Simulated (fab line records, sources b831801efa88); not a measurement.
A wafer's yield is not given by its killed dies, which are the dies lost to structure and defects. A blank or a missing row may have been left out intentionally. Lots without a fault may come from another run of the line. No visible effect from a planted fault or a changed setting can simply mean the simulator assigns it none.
The tool behind it: which one?    flow gf180mcu    12 lots with 36 wafers sampled at 6 steps, on a route of 602 steps

WHAT THE GAUGES SHOWED, per wafer
GF_MVPSD_OVL_MEAS_07.
lot   measured      on          MVPSD_OVL (nm)
L337  day 5 00:56   overlay-01  1.6 0.3 2.9
L339  day 5 14:39   overlay-01  2.8 2.9 4.1
L341  day 6 00:17   overlay-01  2.8 -0.1 1.1
L342  day 6 07:08   overlay-02  0.5 0.9 1.0
L343  day 6 10:38   overlay-01  -0.3 0.2 -0.5
L345  day 6 21:39   overlay-02  2.3 3.6 2.7
L347  day 7 10:44   overlay-02  1.1 1.7 1.5
L349  day 7 23:35   overlay-02  0.9 0.8 0.3
L354  day 9 05:34   overlay-01  1.1 -0.5 0.3
L356  day 10 02:32  overlay-02  3.8 0.9 2.7
L357  day 10 02:37  overlay-01  -0.5 -0.7 -0.2
L359  day 10 13:09  overlay-02  -1.8 0.9 1.2

GF_HV_LDD_TW_MEAS_38.
lot   measured      on             HV_LDD_3_TW
L337  day 11 14:18  film_metro-01  1456 1456 1454
L339  day 12 05:14  film_metro-04  1439 1438 1443
L341  day 12 17:50  film_metro-04  1444 1442 1441
L342  day 13 07:22  film_metro-02  1445 1450 1449
L343  day 13 09:09  film_metro-01  1454 1456 1457
L345  day 13 22:30  film_metro-04  1444 1443 1443
L347  day 14 16:05  film_metro-01  1461 1465 1461
L349  day 15 10:40  film_metro-01  1343 1340 1340
L354  day 17 02:00  film_metro-02  1351 1337 1338
L356  day 18 05:16  film_metro-02  1447 1452 1448
L357  day 18 06:52  film_metro-01  1446 1453 1464
L359  day 18 20:20  film_metro-01  1456 1450 1458

GF_HV_LDD_RS_MEAS_53: measurement is done with a four-point probe.
lot   measured      on             HV_LDD_RS (ohm/sq)
L337  day 12 10:10  film_metro-01  418.6 418.9 418.1
L339  day 13 01:29  film_metro-01  418.3 418.9 419.9
L341  day 13 14:02  film_metro-04  418.1 418.9 417.4
L342  day 14 04:55  film_metro-02  419.9 419.1 418.6
L343  day 14 05:28  film_metro-02  419.4 418.5 418.0
L345  day 14 19:41  film_metro-01  419.2 419.1 418.1
L347  day 15 13:47  film_metro-04  418.7 417.7 416.9
L349  day 16 08:57  film_metro-02  435.7 434.9 435.1
L354  day 18 01:40  film_metro-01  438.4 438.8 439.2
L356  day 19 06:10  film_metro-01  418.4 417.7 418.4
L357  day 19 07:34  film_metro-04  418.6 418.2 418.7
L359  day 19 20:50  film_metro-02  418.8 418.2 418.1

GF_SAB_CD_MEAS_09: target cd 420 nm.
lot   measured      on         cd_nm (nm)
L337  day 15 02:21  cd_sem-02  416.7 417.8 417.8
L339  day 15 19:16  cd_sem-01  418.7 421.4 418.7
L341  day 16 08:44  cd_sem-01  421.8 424.3 423.7
L342  day 17 03:14  cd_sem-01  420.3 419.5 419.9
L343  day 17 03:32  cd_sem-02  418.7 416.0 418.8
L345  day 17 18:32  cd_sem-01  419.7 421.2 421.6
L347  day 18 15:34  cd_sem-01  417.3 417.5 416.9
L349  day 19 10:54  cd_sem-01  419.2 420.1 421.3
L354  day 21 04:28  cd_sem-02  420.4 421.6 418.6
L356  day 22 09:48  cd_sem-02  420.4 421.4 421.5
L357  day 22 11:17  cd_sem-02  429.3 427.6 429.1
L359  day 23 00:17  cd_sem-01  422.7 425.3 422.8

TOOL THAT RAN EACH LOT (tool first, then ch and the chambers of the sampled wafers, then the start)
lot   GF_HV_LDD_STRIP_10                    GF_HV_LDD_IMPLANT_34
L337  plasma_asher-04 ch 0,1, day 10 00:51  implanter-01 ch 0, day 11 13:45
L339  plasma_asher-03 ch 0,1, day 10 15:21  implanter-02 ch 0, day 12 04:41
L341  plasma_asher-01 ch 0,1, day 11 02:38  implanter-02 ch 0, day 12 17:18
L342  plasma_asher-04 ch 0,1, day 11 15:08  implanter-01 ch 0, day 13 06:50
L343  plasma_asher-03 ch 0,1, day 11 18:20  implanter-02 ch 0, day 13 08:37
L345  plasma_asher-01 ch 0,1, day 12 04:59  implanter-04 ch 0, day 13 21:58
L347  plasma_asher-04 ch 0,1, day 12 23:15  implanter-04 ch 0, day 14 15:32
L349  plasma_asher-01 ch 0,1, day 13 16:07  implanter-02 ch 0, day 15 10:08
L354  plasma_asher-03 ch 0,1, day 15 05:06  implanter-02 ch 0, day 17 01:27
L356  plasma_asher-01 ch 0,1, day 16 06:01  implanter-01 ch 0, day 18 04:44
L357  plasma_asher-03 ch 0,1, day 16 08:01  implanter-04 ch 0, day 18 06:21
L359  plasma_asher-01 ch 0, day 16 20:44    implanter-04 ch 0, day 18 19:49
- GF_HV_LDD_STRIP_10: strips in O2/N2.
- GF_HV_LDD_IMPLANT_34

AS READ BY THE TOOLS THEMSELVES (means over the sampled wafers that have a number; for cases with no such wafer, the mark the record gives instead)
GF_HV_LDD_STRIP_10.
lot   tool             drypump_motor_current_A (A)  heater_power_w (W)  oes_product_au (a.u.)  strip_time_to_endpoint_s (s)
L337  plasma_asher-04  6.1                          364                 0.715                  12.60
L339  plasma_asher-03  5.4                          278                 0.718                  12.69
L341  plasma_asher-01  5.9                          361                 0.714                  12.69
L342  plasma_asher-04  6.0                          397                 0.711                  12.63
L343  plasma_asher-03  5.4                          273                 0.716                  12.65
L345  plasma_asher-01  6.1                          395                 0.718                  12.64
L347  plasma_asher-04  5.9                          401                 0.718                  12.66
L349  plasma_asher-01  5.9                          365                 0.710                  12.64
L354  plasma_asher-03  5.4                          279                 0.713                  12.69
L356  plasma_asher-01  6.0                          389                 0.714                  12.61
L357  plasma_asher-03  5.7                          283                 0.718                  12.61
L359  plasma_asher-01  6.2                          424                 0.719                  12.64

GF_HV_LDD_IMPLANT_34.
lot   tool          beam_on_s (s)  dose_ions_cm2  faraday_current_uA
L337  implanter-01  10.06          7.499e+12      42.1
L339  implanter-02  9.89           7.501e+12      43.0
L341  implanter-02  9.99           7.498e+12      42.3
L342  implanter-01  10.03          7.498e+12      42.3
L343  implanter-02  9.98           7.518e+12      42.4
L345  implanter-04  10.05          7.490e+12      42.1
L347  implanter-04  10.15          7.504e+12      41.7
L349  implanter-02  9.95           1.018e+12      5.7
L354  implanter-02  9.93           1.017e+12      5.8
L356  implanter-01  10.15          7.487e+12      41.7
L357  implanter-04  10.03          7.495e+12      42.1
L359  implanter-04  9.97           7.506e+12      42.3

THE ANSWER, worked out from the rows above alone
Rule: the lots themselves supply what counts as usual. The widest of any qualifying gaps counts: lots, ordered by their means at a reading, are off when they make up no more than a third of the lots, leave a main group of 4 or more, and stand apart from it by 3 or more times the standard deviation of that group's means. A main group is skipped when, at the precision printed for the reading in the tables above, its means are all equal. Also off: a lot with no number at a reading for which 4 or more lots have one. The other lots that the step has rows for count as sound. The gauges are gone through in route order, then the tools' own readings, and for those a lot's mean is taken as printed above. The first step at which some lot is off is used, and at that step the reading that is off furthest; a lot without a number counts as furthest.
Off: L349, L354, at GF_HV_LDD_TW_MEAS_38 (HV_LDD_3_TW). Mean 1450 and standard deviation 6.8 in the main group.
If a tool, at a process step before that reading, ran all the lots that are off and no sound lot after the first of them, it fits. Not tried: the gauges at GF_HV_LDD_TW_MEAS_38; whatever is off there is also off at GF_HV_LDD_IMPLANT_34, on other tools, and gauge error can't account for it. One fits: implanter-02 at GF_HV_LDD_IMPLANT_34. A fault onset in the window from L343 (day 13 08:37, its last sound lot) to L349 (day 15 10:08, its first lot off) fits.
The tool's own readings at GF_HV_LDD_IMPLANT_34 bear it out: on the lots that are off they differ by more than 5 times the standard deviation of the sound lots' means. dose_ions_cm2 reads 1.018e+12 there against 7.500e+12 on the sound lots; faraday_current_uA reads 5.8 there against 42.2 on the sound lots.

WHAT THE SIMULATOR PUT IN
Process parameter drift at GF_HV_LDD_IMPLANT_34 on implanter-02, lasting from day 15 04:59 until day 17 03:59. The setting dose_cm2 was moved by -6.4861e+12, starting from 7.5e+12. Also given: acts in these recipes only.
Lots struck among those shown: L349, L354. The rule above found the same.
